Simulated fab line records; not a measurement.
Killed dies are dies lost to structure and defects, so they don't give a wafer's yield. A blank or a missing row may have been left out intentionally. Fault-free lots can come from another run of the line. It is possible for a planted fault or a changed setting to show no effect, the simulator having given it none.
What tool caused it?	flow gf180mcu	Sampling: 7 lots, 21 wafers, 2 of 602 route steps

## WHAT EACH GAUGE READ, for each wafer
GF_VT_IMPLANT_RS_MEAS_48: the measuring method here is four-point-probe.
lot	measured	on	LVPWELL_RS (ohm/sq)
L941	day 8 06:11	film metro-03	1201 1201 1201
L944	day 9 02:38	film metro-02	1198 1199 1193
L947	day 10 13:32	film metro-01	1193 1194 1194
L948	day 10 21:33	film metro-02	1196 1200 1198
L954	day 12 06:57	film metro-03	1199 1199 1197
L958	day 13 06:25	film metro-03	1197 1197 1200
L960	day 13 17:42	film metro-01	1162 1161 1159

## TOOL THAT RAN EACH LOT (tool first, then ch and the chambers of the sampled wafers, then the start)
lot	GF_LVPWELL_IMPLANT_08
L941	implanter-04 ch 0, day 4 12:22
L944	implanter-04 ch 0, day 5 04:53
L947	implanter-02 ch 0, day 6 09:49
L948	implanter-04 ch 0, day 6 14:40
L954	implanter-02 ch 0, day 7 19:10
L958	implanter-02 ch 0, day 8 13:13
L960	implanter-01 ch 0, day 9 00:19
- GF_LVPWELL_IMPLANT_08

## THE ANSWER, worked out from the rows above alone
Rule: usual is defined by the lots themselves. The widest of any qualifying gaps counts: lots, ordered by their means at a reading, are off when they make up no more than a third of the lots, leave a main group of 4 or more, and stand apart from it by 3 or more times the standard deviation of that group's means. Not used: any main group whose means are identical at the precision the tables above print for the reading. Also off: a lot with no number at a reading for which 4 or more lots have one. Any other lot the step has rows for is counted as sound.
Off: L960, at GF_VT_IMPLANT_RS_MEAS_48 (LVPWELL_RS). Main group: mean 1198 ohm/sq, sd 2.2.
A tool fits if, at a process step before that reading, it ran every lot that is off, and no sound lot after the first of them. Those tools and the gauges at GF_VT_IMPLANT_RS_MEAS_48 are tried in the same way. This does not decide it: 2 tools fit, namely implanter-01 at GF_LVPWELL_IMPLANT_08 and film metro-01 at GF_VT_IMPLANT_RS_MEAS_48.

## WHAT HAD BEEN PUT IN BY THE SIMULATOR
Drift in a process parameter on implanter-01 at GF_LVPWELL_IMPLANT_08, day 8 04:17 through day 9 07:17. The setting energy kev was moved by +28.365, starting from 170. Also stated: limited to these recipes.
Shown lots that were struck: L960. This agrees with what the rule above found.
